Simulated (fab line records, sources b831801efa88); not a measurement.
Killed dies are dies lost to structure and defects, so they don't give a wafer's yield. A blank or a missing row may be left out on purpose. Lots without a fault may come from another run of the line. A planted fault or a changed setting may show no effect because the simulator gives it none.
fab line records | flow gf180mcu
record lots=7 wafers=21 last_day=34
route steps=602 shown M4@460
lots that met no fault: from a run of the same line without faults
start_h: hours from the record's first day to the start of the lot's first wafer shown | wait_h: hours since the lot's step before | " the same as in the row above | L1.1+2: a row that stands for several wafers | - no value, or no start given | * or withheld: withheld | < > ~ a bound
route shown NAME@n: a module of which the file shows steps, and the number in the route of the first | usual: mean/standard deviation of fault-free wafers | same: alike in all rows | chamber/n: place in a boat | sites: the reading at each site | _std_site: their standard deviation | _edge_site: outer sites' mean less inner sites' | radius_mm: how far each site lies from the wafer's centre | mask NAME#n: copy n | behind: the tool/chamber that last shaped the wafer | hold: why the lot was held/for how many hours/how that ended | device: the transistor (n, p or np) that didn't switch | end of line: the same wafers' tests at the end of the route | a step without rows: its recipe alone | killed: dies lost to structure and defects at the first sort, not the wafer's yield | map: a wafer's dies, x killed, . not, _ none there
set.NAME: the setting as run; set.NAME@STEP: as run at that earlier step | model.NAME: the simulator's own value behind a step, which no gauge read
lots at some steps of the route; a table a step, a row a wafer
services: from which hour (start_h, from the record's first day; less than 0 if before it) a tool's chamber was out of use, for how many hours, and why
## steps
# step GF_M4_SPUTTER_04
# recipe material=TiN target_thk_nm=50 power_w=6500 time_s=41.7 chamber_pressure_pa=0.4
# usual cathode_dc_power_W=6500.1/1.2 throttle_valve_pct=29.9/1
# columns lot.wafer tool chamber start_h wait_h cathode_dc_power_W throttle_valve_pct
L786.1 pvd_sputter-04 - 508.83 0.0 6499.5 29.1
L786.2 " - " " 6498.8 30.3
L786.5 " - " " 6500.1 30.3
L793.1 pvd_sputter-04 - 578.89 0.0 6502.0 29.7
L793.2 " - " " 6499.2 28.8
L793.6 " - " " 6499.0 30.2
L797.2 pvd_sputter-03 - 608.35 0.0 6501.3 30.6
L797.4 " - " " 6500.2 28.9
L797.5 " - " " 6498.3 29.4
L805.2 pvd_sputter-03 - 665.50 0.0 6501.6 30.6
L805.3 " - " " 6499.5 29.6
L805.5 " - " " 6501.9 29.3
L806.3 pvd_sputter-04 - 667.20 0.0 6499.0 29.3
L806.4 " - " " 6499.6 29.2
L806.5 " - " " 6502.7 29.1
L807.4 pvd_sputter-03 - 674.23 0.0 6500.0 29.4
L807.5 " - " " 6499.4 30.1
L807.6 " - " " 6502.2 28.9
L809.2 pvd_sputter-04 - 697.18 0.0 6501.9 30.1
L809.4 " - " " 6500.5 29.2
L809.6 " - " " 6498.6 29.1
# step GF_M4_RS_MEAS_05
# recipe thk_meas_gauge=four-point-probe reads=TiN_of_M4_SPUTTER_04+Ti_of_M4_SPUTTER_03+AlCu_of_M4_SPUTTER_02+TiN_of_M4_SPUTTER_01+Ti_of_M4_SPUTTER_00
# usual M4_ALCU_RS=0.0694/0.00078
# columns lot.wafer tool chamber start_h wait_h M4_ALCU_RS[ohm/sq]
L786.1 film_metro-02 - 508.87 0.0 0.0687
L786.2 " - " " 0.0700
L786.5 " - " " 0.0699
L793.1 film_metro-02 - 578.93 0.0 0.0697
L793.2 " - " " 0.0698
L793.6 " - " " 0.0696
L797.2 film_metro-02 - 608.41 0.0 0.0691
L797.4 " - " " 0.0700
L797.5 " - " " 0.0693
L805.2 film_metro-02 - 665.56 0.0 0.0707
L805.3 " - " " 0.0702
L805.5 " - " " 0.0705
L806.3 film_metro-03 - 667.28 0.1 0.0695
L806.4 " - " " 0.0699
L806.5 " - " " 0.0700
L807.4 film_metro-01 - 674.33 0.1 0.0691
L807.5 " - " " 0.0700
L807.6 " - " " 0.0703
L809.2 film_metro-02 - 697.24 0.0 0.0699
L809.4 " - " " 0.0696
L809.6 " - " " 0.0699
# step GF_M4_THK_MEAS_06
# recipe thk_meas_gauge=xrf reads=AlCu_of_M4_SPUTTER_02
# usual M4_ALCU_THK=453/5.9
# columns lot.wafer tool chamber start_h wait_h M4_ALCU_THK[nm]
L786.1 film_metro-02 - 508.99 0.1 462
L786.2 " - " " 454
L786.5 " - " " 454
L793.1 film_metro-02 - 579.05 0.1 453
L793.2 " - " " 451
L793.6 " - " " 451
L797.2 film_metro-02 - 608.52 0.1 456
L797.4 " - " " 449
L797.5 " - " " 455
L805.2 film_metro-02 - 665.67 0.1 451
L805.3 " - " " 455
L805.5 " - " " 453
L806.3 film_metro-03 - 667.38 0.1 452
L806.4 " - " " 451
L806.5 " - " " 448
L807.4 film_metro-01 - 674.42 0.1 448
L807.5 " - " " 442
L807.6 " - " " 442
L809.2 film_metro-02 - 697.35 0.1 455
L809.4 " - " " 455
L809.6 " - " " 456
# step GF_M4_DEHYDRATE_07
# recipe temp_c=200 time_s=60
# step GF_M4_HMDS_08
# recipe prime_time_s=60 prime_temp_c=120
# step GF_M4_COAT_09
# recipe resist=KrF spin_rpm=withheld resist_thk_nm=1000
# step GF_M4_SOFTBAKE_10
# recipe temp_c=129.2 time_s=60 resist=KrF
# step GF_M4_EXPOSE_11
# recipe mask_id=Metal4 target_cd_nm=280 na=0.68 source_shape=conventional sigma_outer=0.6 dose_mj=28
# step GF_M4_PEB_12
# recipe peb_temp_c=135 peb_time_s=90 resist=KrF
# step GF_M4_DEVELOP_13
# recipe develop_time_s=60 dev_temp_c=21
# step GF_M4_CD_MEAS_14
# recipe target_cd_nm=280
# usual cd_nm=279.6/1.3
# columns lot.wafer tool chamber start_h wait_h cd_nm
L786.1 cd_sem-02 - 531.26 0.1 278.9
L786.2 " - " " 278.6
L786.5 " - " " 278.1
L793.1 cd_sem-01 - 599.50 0.1 279.3
L793.2 " - " " 279.3
L793.6 " - " " 279.7
L797.2 cd_sem-01 - 627.97 0.1 279.5
L797.4 " - " " 278.9
L797.5 " - " " 278.4
L805.2 cd_sem-01 - 684.01 0.1 280.3
L805.3 " - " " 281.1
L805.5 " - " " 280.9
L806.3 cd_sem-01 - 686.09 0.1 281.5
L806.4 " - " " 281.3
L806.5 " - " " 281.6
L807.4 cd_sem-01 - 692.62 0.1 279.3
L807.5 " - " " 277.7
L807.6 " - " " 279.6
L809.2 cd_sem-02 - 715.42 0.1 281.0
L809.4 " - " " 281.0
L809.6 " - " " 280.3
# step GF_M4_OVL_MEAS_15
# usual M4_OVL=4/6.8
# columns lot.wafer tool chamber start_h wait_h M4_OVL[nm]
L786.1 overlay-02 - 531.38 0.1 5
L786.2 " - " " 15
L786.5 " - " " 8
L793.1 overlay-02 - 599.62 0.1 5
L793.2 " - " " -4
L793.6 " - " " -6
L797.2 overlay-01 - 628.08 0.1 12
L797.4 " - " " 13
L797.5 " - " " 3
L805.2 overlay-01 - 684.12 0.1 6
L805.3 " - " " -7
L805.5 " - " " -1
L806.3 overlay-01 - 686.18 0.1 7
L806.4 " - " " 19
L806.5 " - " " 10
L807.4 overlay-02 - 692.70 0.1 1
L807.5 " - " " 9
L807.6 " - " " 1
L809.2 overlay-02 - 715.52 0.1 5
L809.4 " - " " 5
L809.6 " - " " 12
# step GF_M4_METAL_ETCH_16
# recipe chemistry=Cl2/BCl3 mask_material=KrF target_depth_nm=627.5 stop_on=SiO2 pressure_mtorr=8 icp_w=800 bias_w=140 Cl2_flow_sccm=80 bcl3_flow_sccm=40 time_s=104.6
# usual bcl3_flow_sccm=40.01/0.12 bias_w=139.9/0.43 drypump_motor_current_A=5.7/0.42 oes_product_au=0.973/0.0063 throttle_valve_pct=28.248/0.0098
# columns lot.wafer tool chamber start_h wait_h bcl3_flow_sccm bias_w drypump_motor_current_A oes_product_au rf_hours_counter_h throttle_valve_pct model.KrF_of_M4_COAT_09.thk_nm
L786.1 rie_metal-01 1 531.42 0.0 40.17 139.3 5.8 0.979 4.6 28.245 731.9
L786.2 " 0 " " 40.05 139.8 5.8 0.967 2.5 28.260 734.5
L786.5 " 0 " " 40.15 140.4 5.8 0.977 - 28.246 734.1
L793.1 rie_metal-04 1 599.66 0.0 40.00 140.0 5.6 0.970 4.4 28.250 733.2
L793.2 " 0 " " 40.11 139.3 5.1 0.971 3.5 28.232 730.5
L793.6 " 0 " " 40.07 139.9 5.1 0.972 - 28.249 732
L797.2 rie_metal-01 0 628.11 0.0 39.93 139.8 5.8 0.974 4.9 28.253 733.1
L797.4 " 1 " " 39.95 140.1 5.8 0.973 - 28.248 729.9
L797.5 " 0 " " 39.92 139.7 5.8 0.980 - 28.252 730.7
L805.2 rie_metal-01 0 684.15 0.0 - - - - - - 985
L805.3 " 1 " " - - - - - - 984.2
L805.5 " 0 " " - - - - - - 987.2
L806.3 rie_metal-01 0 686.24 0.1 - - - - - - 986.8
L806.4 " 1 " " - - - - - - 988
L806.5 " 1 " " - - - - - - 987.3
L807.4 rie_metal-01 1 692.75 0.0 - - - - - - 987.8
L807.5 " 0 " " - - - - - - 984.9
L807.6 " 1 " " - - - - - - 987.3
L809.2 rie_metal-03 0 715.55 0.0 40.12 140.0 6.0 0.965 6.5 28.258 741
L809.4 " 0 " " 40.07 139.7 6.1 0.970 - 28.247 743.9
L809.6 " 1 " " 40.02 140.1 6.7 0.968 - 28.271 740.4
# step GF_M4_STRIP_17
# recipe chemistry=O2/N2 power_w=1400 pressure_mtorr=1500 platen_temp_c=250 o2_flow_sccm=3000 n2_flow_sccm=300 overash_fraction=0.5
# usual drypump_motor_current_A=5.5/0.59 heater_power_w=348/54 oes_product_au=0.558/0.0051 strip_time_to_endpoint_s=7.88/0.039
# columns lot.wafer tool chamber start_h wait_h drypump_motor_current_A heater_power_w oes_product_au rf_hours_counter_h strip_time_to_endpoint_s
L786.1 plasma_asher-01 0 531.53 0.1 5.7 332 0.560 97 7.84
L786.2 " 1 " " 5.6 300 0.556 97 7.87
L786.5 " 1 " " 5.6 309 0.558 - 7.87
L793.1 plasma_asher-03 0 599.77 0.1 5.6 285 0.554 18 7.86
L793.2 " 1 " " 4.9 443 0.550 18 7.85
L793.6 " 0 " " 5.6 283 0.556 - 7.86
L797.2 plasma_asher-01 1 628.22 0.1 5.6 310 0.558 108 7.85
L797.4 " 0 " " 5.7 342 0.557 - 7.82
L797.5 " 0 " " 5.7 341 0.548 - 7.84
L805.2 plasma_asher-04 0 684.26 0.1 4.8 347 0.655 91 10.21
L805.3 " 0 " " 4.7 352 0.669 - 10.19
L805.5 " 1 " " 6.4 351 0.662 - 10.22
L806.3 plasma_asher-04 0 686.35 0.1 4.8 343 0.652 - 10.22
L806.4 " 1 " " 6.5 353 0.658 - 10.24
L806.5 " 0 " " 4.8 339 0.653 - 10.23
L807.4 plasma_asher-03 0 692.86 0.1 5.6 284 0.665 - 10.23
L807.5 " 0 " " 5.6 273 0.666 - 10.20
L807.6 " 1 " " 4.9 441 0.666 - 10.22
L809.2 plasma_asher-04 0 715.67 0.1 4.8 349 0.558 94 7.91
L809.4 " 0 " " 4.8 339 0.553 - 7.96
L809.6 " 1 " " 6.4 352 0.557 - 7.92
# step GF_M4_STRIP_18
# recipe chemistry=post_etch_residue_remover time_s=1200 temp_c=72.5
## services
# columns tool chamber start_h hours kind
rie_metal-03 0 494.08 - clean
rie_metal-03 0 494.08 23.6 scheduled_down
rie_metal-03 0 494.08 23.6 vent_cycle
pvd_sputter-03 - 494.08 28.4 repair
rie_metal-03 1 508.34 2.6 repair
pvd_sputter-04 - 513.52 12.6 repair
rie_metal-01 - 514.30 14.6 pm
plasma_asher-04 - 526.06 3.6 repair
plasma_asher-01 - 532.48 0.4 repair
pvd_sputter-03 1 544.62 - consumable_replace:kit
pvd_sputter-03 1 544.62 18.0 scheduled_down
pvd_sputter-03 1 544.62 18.0 vent_cycle
plasma_asher-03 - 593.09 0.4 repair
pvd_sputter-03 - 638.29 14.1 repair
plasma_asher-01 - 639.63 2.8 pm
rie_metal-01 1 639.74 4.1 repair
plasma_asher-04 - 644.00 4.8 repair
pvd_sputter-04 3 652.03 - consumable_replace:kit
pvd_sputter-04 3 652.03 18.0 scheduled_down
pvd_sputter-04 3 652.03 18.0 vent_cycle
plasma_asher-01 - 659.72 0.5 repair
pvd_sputter-03 0 679.27 - consumable_replace:kit
pvd_sputter-03 0 679.27 18.0 scheduled_down
pvd_sputter-03 0 679.27 18.0 vent_cycle
## key
first_sign step=GF_M4_METAL_ETCH_16 reading=tool_record direction=missing
effect step=GF_M4_STRIP_17 reading=strip_time_to_endpoint_s direction=up sigmas=61 usual=* struck=*
model_effect step=GF_M4_METAL_ETCH_16 value=KrF_of_M4_COAT_09.thk_nm without=732.5 struck=986.5
met_at GF_M4_METAL_ETCH_16
struck_wafers L805.2,L805.3,L805.5,L806.3,L806.4,L806.5,L807.4,L807.5,L807.6
later_rows_left_out L805.2,L805.3,L805.5,L806.3,L806.4,L806.5,L807.4,L807.5,L807.6
sort_left_out L805.2,L805.3,L805.5,L806.3,L806.4,L806.5,L807.4,L807.5,L807.6
onset_between 628.11 684.15
fault kind=skipped_step_whole tool=rie_metal-01 chamber=- onset_h=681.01 steps=GF_M4_METAL_ETCH_16 scope=struck_lots_only
# sort_left_out: the simulated sort isn't trusted on such a fault, so these wafers' sort isn't shown, and their yield isn't known
# later_rows_left_out: the simulator's readings of these wafers behind a module that went badly wrong aren't trusted and aren't shown, but for the sort
